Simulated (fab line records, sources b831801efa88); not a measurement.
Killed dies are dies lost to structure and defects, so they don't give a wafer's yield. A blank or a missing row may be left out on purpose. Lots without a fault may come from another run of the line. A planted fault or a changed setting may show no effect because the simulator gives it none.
fab line records | flow sky130
record lots=12 wafers=36 last_day=50
route steps=708 shown NWELL@78 VT_ADJUST_HVTP@95 SONOS_TUNNEL@161 SONOS_ONO@170
lots that met no fault: from a run of the same line without faults
start_h: hours from the record's first day to the start of the lot's first wafer shown | wait_h: hours since the lot's step before | " the same as in the row above | L1.1+2: a row that stands for several wafers | - no value, or no start given | * or withheld: withheld | < > ~ a bound
route shown NAME@n: a module of which the file shows steps, and the number in the route of the first | usual: mean/standard deviation of fault-free wafers | same: alike in all rows | chamber/n: place in a boat | sites: the reading at each site | _std_site: their standard deviation | _edge_site: outer sites' mean less inner sites' | radius_mm: how far each site lies from the wafer's centre | mask NAME#n: copy n | behind: the tool/chamber that last shaped the wafer | hold: why the lot was held/for how many hours/how that ended | device: the transistor (n, p or np) that didn't switch | end of line: the same wafers' tests at the end of the route | a step without rows: its recipe alone | killed: dies lost to structure and defects at the first sort, not the wafer's yield | map: a wafer's dies, x killed, . not, _ none there
set.NAME: the setting as run; set.NAME@STEP: as run at that earlier step | model.NAME: the simulator's own value behind a step, which no gauge read
steps of the route over a sample of lots; a table a step, a row a wafer
services: from which hour (start_h, from the record's first day; less than 0 if before it) a tool's chamber was out of use, for how many hours, and why
## steps
# step SKY_NWELL_STRIP_25
# recipe chemistry=O2/N2 power_w=1400 pressure_mtorr=1500 platen_temp_c=withheld o2_flow_sccm=3000 n2_flow_sccm=300 overash_fraction=0.5
# usual drypump_motor_current_A=5.9/0.45 n2_flow_sccm=300.1/0.84 oes_product_au=0.723/0.0048 strip_time_to_endpoint_s=36.87/0.086
# columns lot.wafer tool chamber start_h wait_h drypump_motor_current_A n2_flow_sccm oes_product_au rf_hours_counter_h strip_time_to_endpoint_s
L694.4 plasma_asher-03 0 100.98 0.1 6.4 301.0 0.731 - 36.72
L694.5 " 0 " " 6.4 299.9 0.728 - 36.76
L694.6 " 1 " " 5.7 300.6 0.717 - 36.86
L695.1 plasma_asher-04 0 108.39 0.1 5.4 301.0 0.711 44 36.81
L695.2 " 1 " " 6.6 300.6 0.724 44 36.86
L695.3 " 0 " " 5.3 299.7 0.728 - 36.82
L698.4 plasma_asher-04 0 122.93 0.1 5.4 299.0 0.732 - 36.87
L698.5 " 0 " " 5.4 299.2 0.719 - 36.77
L698.6 " 1 " " 6.6 298.8 0.722 - 36.83
L699.1 plasma_asher-04 1 131.09 0.1 6.6 301.1 0.724 1 36.91
L699.2 " 0 " " 5.3 301.3 0.723 1 36.84
L699.5 " 0 " " 5.3 300.7 0.725 - 36.87
L707.2 plasma_asher-04 0 180.99 0.1 5.3 301.0 0.717 6 36.94
L707.3 " 0 " " 5.3 299.9 0.720 - 36.87
L707.4 " 1 " " 6.6 300.2 0.727 - 36.79
L708.2 plasma_asher-02 1 185.94 0.1 5.6 299.0 0.714 50 36.88
L708.4 " 0 " " 5.9 299.7 0.717 - 36.87
L708.5 " 1 " " 5.6 299.0 0.730 - 36.83
L711.2 plasma_asher-03 1 205.84 0.1 5.7 301.1 0.715 35 36.84
L711.4 " 0 " " 6.3 300.0 0.729 - 36.72
L711.5 " 0 " " 6.3 300.6 0.725 - 36.73
L712.1 plasma_asher-04 0 212.90 0.1 5.3 300.5 0.723 9 36.95
L712.2 " 1 " " 6.6 300.2 0.726 9 36.94
L712.4 " 0 " " 5.3 300.1 0.727 - 36.89
L713.1 plasma_asher-03 0 217.39 0.1 6.3 300.6 0.717 36 36.93
L713.2 " 1 " " 5.7 301.0 0.726 36 36.96
L713.6 " 0 " " 6.3 301.3 0.719 - 36.92
L714.3 plasma_asher-02 1 227.22 0.1 5.6 299.8 0.723 - 36.77
L714.4 " 0 " " 5.9 299.5 0.727 - 36.82
L714.5 " 1 " " 5.6 299.3 0.723 - 36.66
L715.3 plasma_asher-04 1 233.68 0.1 6.6 298.3 0.722 - 36.90
L715.5 " 1 " " 6.6 300.1 0.721 - 36.92
L715.6 " 0 " " 5.3 300.7 0.723 - 36.88
L716.1 plasma_asher-03 0 245.09 0.1 6.3 299.7 0.720 39 36.95
L716.3 " 1 " " 5.7 300.1 0.720 - 36.76
L716.5 " 1 " " 5.7 301.5 0.721 - 36.76
# step SKY_VT_ADJUST_HVTP_STRIP_10
# recipe chemistry=O2/N2 power_w=1400 pressure_mtorr=1500 platen_temp_c=withheld o2_flow_sccm=3000 n2_flow_sccm=300 overash_fraction=0.5
# usual drypump_motor_current_A=5.8/0.38 n2_flow_sccm=300.1/0.82 oes_product_au=0.715/0.0042 strip_time_to_endpoint_s=14.18/0.042
# columns lot.wafer tool chamber start_h wait_h drypump_motor_current_A n2_flow_sccm oes_product_au rf_hours_counter_h strip_time_to_endpoint_s
L694.4 plasma_asher-01 1 119.65 0.1 6.2 300.7 0.719 - 14.24
L694.5 " 1 " " 6.2 298.0 0.702 - 14.25
L694.6 " 0 " " 5.3 299.4 0.725 - 14.23
L695.1 plasma_asher-03 0 127.46 0.1 6.3 300.0 0.713 27 14.13
L695.2 " 1 " " 5.7 301.5 0.716 27 14.16
L695.3 " 1 " " 5.7 299.6 0.717 - 14.19
L698.4 plasma_asher-02 0 142.67 0.1 5.9 299.6 0.708 - 14.23
L698.5 " 0 " " 5.9 300.2 0.716 - 14.17
L698.6 " 1 " " 5.6 300.5 0.719 - 14.20
L699.1 plasma_asher-03 0 151.16 0.1 6.3 299.3 0.713 29 14.18
L699.2 " 1 " " 5.7 299.8 0.720 29 14.23
L699.5 " 0 " " 6.4 300.7 0.714 - 14.17
L707.2 plasma_asher-03 0 203.19 0.1 6.3 300.7 0.722 34 14.10
L707.3 " 0 " " 6.3 301.2 0.707 - 14.11
L707.4 " 1 " " 5.7 301.3 0.716 - 14.16
L708.2 plasma_asher-01 1 208.21 0.1 6.3 299.9 0.721 54 14.17
L708.4 " 0 " " 5.3 299.3 0.712 - 14.12
L708.5 " 0 " " 5.3 300.2 0.713 - 14.12
L711.2 plasma_asher-01 0 229.04 0.1 5.3 300.3 0.717 56 14.13
L711.4 " 0 " " 5.3 300.6 0.714 - 14.21
L711.5 " 1 " " 6.2 298.0 0.711 - 14.17
L712.1 plasma_asher-01 1 236.04 0.1 6.3 299.7 0.713 56 14.22
L712.2 " 0 " " 5.3 299.3 0.714 56 14.22
L712.4 " 1 " " 6.3 298.6 0.710 - 14.18
L713.1 plasma_asher-03 1 241.24 0.1 5.7 300.9 0.715 38 14.12
L713.2 " 0 " " 6.4 300.8 0.715 38 14.12
L713.6 " 1 " " 5.7 300.6 0.718 - 14.15
L714.3 plasma_asher-03 0 251.42 0.1 6.3 299.4 0.715 - 14.17
L714.4 " 1 " " 5.7 300.7 0.720 - 14.21
L714.5 " 1 " " 5.7 300.2 0.720 - 14.17
L715.3 plasma_asher-02 0 258.60 0.1 5.9 300.0 0.715 - 14.21
L715.5 " 1 " " 5.6 299.2 0.712 - 14.18
L715.6 " 0 " " 5.9 300.0 0.715 - 14.20
L716.1 plasma_asher-03 1 270.11 0.1 5.7 300.4 0.721 41 14.19
L716.3 " 1 " " 5.7 299.1 0.721 - 14.22
L716.5 " 0 " " 6.3 300.9 0.714 - 14.17
# step SKY_SONOS_TUNNEL_CD_MEAS_07
# recipe target_cd_nm=410
# usual cd_nm=409.9/2.2
# columns lot.wafer tool chamber start_h wait_h cd_nm
L694.4 cd_sem-02 - 245.92 0.1 407.5
L694.5 " - " " 408.3
L694.6 " - " " 405.9
L695.1 cd_sem-01 - 253.51 0.1 412.0
L695.2 " - " " 411.0
L695.3 " - " " 411.5
L698.4 cd_sem-01 - 275.39 0.1 410.6
L698.5 " - " " 410.7
L698.6 " - " " 411.7
L699.1 cd_sem-01 - 285.92 0.1 411.2
L699.2 " - " " 410.4
L699.5 " - " " 409.1
L707.2 cd_sem-02 - 349.18 0.1 411.4
L707.3 " - " " 408.9
L707.4 " - " " 408.3
L708.2 cd_sem-02 - 355.38 0.1 407.2
L708.4 " - " " 409.6
L708.5 " - " " 409.1
L711.2 cd_sem-02 - 378.88 0.1 405.1
L711.4 " - " " 407.5
L711.5 " - " " 407.4
L712.1 cd_sem-02 - 387.83 0.1 409.6
L712.2 " - " " 406.9
L712.4 " - " " 408.1
L713.1 cd_sem-01 - 395.36 0.1 407.9
L713.2 " - " " 407.5
L713.6 " - " " 409.0
L714.3 cd_sem-02 - 407.92 0.1 408.7
L714.4 " - " " 408.5
L714.5 " - " " 407.8
L715.3 cd_sem-01 - 415.50 0.1 411.7
L715.5 " - " " 411.0
L715.6 " - " " 411.7
L716.1 cd_sem-01 - 430.23 0.1 413.1
L716.3 " - " " 411.8
L716.5 " - " " 413.8
# step SKY_SONOS_ONO_CVD_02
# recipe material=Si3N4 precursor=DCS/NH3 target_thk_nm=10.5 temp_c=770 time_s=180 pressure_mtorr=250
# columns lot.wafer tool chamber start_h wait_h
L694.4+5+6 lpcvd-02 0 248.63 0.5
L695.1+2+3 lpcvd-02 0 256.51 0.1
L698.4+5+6 lpcvd-02 1 285.39 1.4
L699.1+2+5 lpcvd-02 1 296.75 0.4
L707.2+3+4 lpcvd-02 1 360.23 4.1
L708.2+4+5 lpcvd-02 0 360.23 0.2
L711.2+4+5 lpcvd-02 1 380.90 0.0
L712.1+2+4 lpcvd-02 1 392.58 0.7
L713.1+2+6 lpcvd-02 1 400.10 2.1
L714.3+4+5 lpcvd-02 1 410.42 0.5
L715.3+5+6 lpcvd-02 1 421.31 1.8
L716.1+3+5 lpcvd-02 1 446.27 13.0
# step SKY_SONOS_ONO_THK_MEAS_03
# recipe reads=Si3N4_of_SONOS_ONO_CVD_02
# usual SONOS_ONO_CVD_02_THK=10.54/0.12
# columns lot.wafer tool chamber start_h wait_h SONOS_ONO_CVD_02_THK[nm]
L694.4 film_metro-04 - 249.71 0.0 10.50
L694.5 " - " " 10.38
L694.6 " - " " 10.57
L695.1 film_metro-03 - 257.56 0.0 10.67
L695.2 " - " " 10.79
L695.3 " - " " 10.72
L698.4 film_metro-01 - 286.47 0.0 11.97
L698.5 " - " " 11.92
L698.6 " - " " 11.92
L699.1 film_metro-03 - 297.80 0.0 12.05
L699.2 " - " " 12.05
L699.5 " - " " 11.92
L707.2 film_metro-03 - 361.29 0.0 10.39
L707.3 " - " " 10.49
L707.4 " - " " 10.64
L708.2 film_metro-01 - 361.29 0.0 10.56
L708.4 " - " " 10.50
L708.5 " - " " 10.64
L711.2 film_metro-03 - 381.96 0.0 10.40
L711.4 " - " " 10.31
L711.5 " - " " 10.36
L712.1 film_metro-01 - 393.63 0.0 10.35
L712.2 " - " " 10.51
L712.4 " - " " 10.60
L713.1 film_metro-04 - 401.15 0.0 10.62
L713.2 " - " " 10.58
L713.6 " - " " 10.62
L714.3 film_metro-01 - 411.49 0.0 10.52
L714.4 " - " " 10.58
L714.5 " - " " 10.54
L715.3 film_metro-03 - 422.38 0.0 10.61
L715.5 " - " " 10.59
L715.6 " - " " 10.57
L716.1 film_metro-04 - 447.32 0.0 10.60
L716.3 " - " " 10.64
L716.5 " - " " 10.60
## services
# columns tool chamber start_h hours kind
plasma_asher-02 - 85.69 3.4 repair
plasma_asher-02 - 86.68 9.3 repair
plasma_asher-04 - 108.75 9.0 pm
plasma_asher-04 0 108.75 9.0 vent_cycle
plasma_asher-04 1 108.75 9.0 vent_cycle
plasma_asher-03 - 114.31 2.8 pm
plasma_asher-04 0 117.75 - clean
plasma_asher-04 1 117.75 - clean
plasma_asher-02 - 133.16 0.7 repair
plasma_asher-02 - 151.67 4.7 repair
plasma_asher-01 - 172.26 2.8 pm
plasma_asher-04 - 203.41 2.8 pm
plasma_asher-02 - 235.35 4.8 repair
plasma_asher-02 - 268.72 4.8 repair
plasma_asher-04 - 304.82 4.3 pm
plasma_asher-01 - 421.25 9.0 pm
plasma_asher-01 0 421.25 9.0 vent_cycle
plasma_asher-01 1 421.25 9.0 vent_cycle
lpcvd-02 - 427.83 14.1 repair
plasma_asher-01 - 430.25 28.1 pm
plasma_asher-01 0 430.25 - clean
plasma_asher-01 1 430.25 - clean
## key
first_sign step=SKY_SONOS_ONO_THK_MEAS_03 reading=SONOS_ONO_CVD_02_THK direction=up sigmas=12 usual=10.54 struck=11.97
effect none on later readings
met_at SKY_SONOS_ONO_CVD_02
struck_lots L698,L699
tester_left_out L698,L699
not_acting_at SKY_NWELL_STRIP_25,SKY_VT_ADJUST_HVTP_STRIP_10,SKY_SONOS_TUNNEL_CD_MEAS_07
onset_between 256.51 285.39
fault kind=process_parameter_drift tool=lpcvd-02 chamber=- onset_h=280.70 steps=SKY_SONOS_ONO_CVD_02 channel=time_s offset=* shape=step end_h=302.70 acts_in=* stated=*
# tester_left_out: of these lots the tester's yield and bins aren't shown, on N5 and GAA mostly nor the transistor test; their killed dies are dies lost to structure and defects alone, not to doping, threshold or leakage, so they don't give the yield
